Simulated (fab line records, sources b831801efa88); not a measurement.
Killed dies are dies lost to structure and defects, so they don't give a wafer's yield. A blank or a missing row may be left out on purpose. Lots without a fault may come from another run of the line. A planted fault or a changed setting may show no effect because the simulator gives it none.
Chamber matching | flow sky130 | SKY_CONTACT_CMP_27 on cmp-02: 4 sister chambers
The step polishes, stops on SiO2, t overpolish 15 s, target thk 0 nm. 4 wafers are shown with their chamber, then 9 later ones without.

WAFERS WITH THEIR CHAMBER
wafer  | chamber | motor_current_A (A)
L313.2 | 0       | 8.7
L324.3 | 2       | 10.3
L326.3 | 1       | 11.7
L326.6 | 3       | 9.5

WAFERS WITHOUT THEIR CHAMBER
wafer  | motor_current_A (A)
L327.4 | 11.3
L327.5 | 10.0
L327.6 | 9.6
L331.2 | 10.7
L331.4 | 10.5
L331.5 | 11.5
L332.1 | 10.4
L332.3 | 11.7
L332.6 | 11.0

WHICH CHAMBER EACH WENT THROUGH
wafer  | from the rows above     | in truth
L327.4 | can't be placed: 1 or 2 | 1
L327.5 | can't be placed: 2 or 3 | 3
L327.6 | can't be placed: 3 or 2 | 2
L331.2 | can't be placed: 2 or 1 | 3
L331.4 | 2                       | 2
L331.5 | 1                       | 1
L332.1 | 2                       | 2
L332.3 | 1                       | 1
L332.6 | can't be placed: 1 or 2 | 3
Placed correctly: 4 of 9. Can't be placed from these rows: 5 (the true chamber is among the candidates in 3). Placed wrongly: 0.
How it was worked out, from the rows above alone: a wafer's distance from a chamber is the root of the sum, over the readings, of the square of ((its reading less the chamber's mean) divided by the reading's scatter). The wafer belongs to the nearest chamber; if the next one is less than 2 further off, it can't be placed. A chamber's mean is the mean of its shown wafers. The scatter: with one shown wafer a chamber, the root of the mean of the squares of how far each hidden wafer lies from its nearest shown one.
